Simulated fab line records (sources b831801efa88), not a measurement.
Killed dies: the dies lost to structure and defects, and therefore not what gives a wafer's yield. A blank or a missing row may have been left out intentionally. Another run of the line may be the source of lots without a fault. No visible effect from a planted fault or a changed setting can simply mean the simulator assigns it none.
Chamber matching | flow gf180mcu | 4 sister chambers for GF_V1_CMP_04 on cmp-02
The step polishes SiO2. 7 wafers are shown with their chamber, then 7 later ones without.

== EACH WAFER AND ITS CHAMBER ==
wafer  | chamber | motor current A (A) | head pressure psi (psi)
L941.4 | 0       | 14.0                | 3.993
L941.6 | 2       | 10.8                | 4.005
L942.1 | 0       | 13.6                | 3.999
L942.4 | 3       | 12.9                | 3.996
L942.6 | 1       | 11.7                | 3.996
L943.2 | 1       | 12.2                | 3.971
L943.4 | 3       | 11.7                | 3.987

== WAFERS WITH NO CHAMBER GIVEN ==
wafer  | motor current A (A) | head pressure psi (psi)
L943.5 | 11.4                | 4.006
L946.1 | 11.1                | 3.989
L946.2 | 11.3                | 4.003
L946.5 | 11.8                | 4.001
L949.1 | 14.1                | 4.000
L949.4 | 11.6                | 3.997
L949.5 | 13.8                | 4.005

== WHICH CHAMBER EACH WENT THROUGH ==
wafer  | from the rows above          | in truth
L943.5 | can't be placed: 2 or 3 or 1 | 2
L946.1 | can't be placed: 2 or 1 or 3 | 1
L946.2 | can't be placed: 2 or 3 or 1 | 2
L946.5 | can't be placed: 3 or 1 or 2 | 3
L949.1 | 0                            | 0
L949.4 | can't be placed: 3 or 1 or 2 | 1
L949.5 | 0                            | 0
Placed correctly: 2 of 7. Not placeable from these rows: 5 (in 5, the candidates include the true chamber). Wrongly placed: 0.
How it was worked out, from the rows above alone: a wafer's distance from a chamber is the root of the sum, over the readings, of the square of ((its reading less the chamber's mean) divided by the reading's scatter). The wafer belongs to the nearest chamber; if the next one is less than 2 further off, it can't be placed. A chamber's mean is the mean of its shown wafers. The scatter: take each reading less its chamber's mean, square it, sum over the shown wafers, divide by the number of wafers less the number of chambers, and take the root.
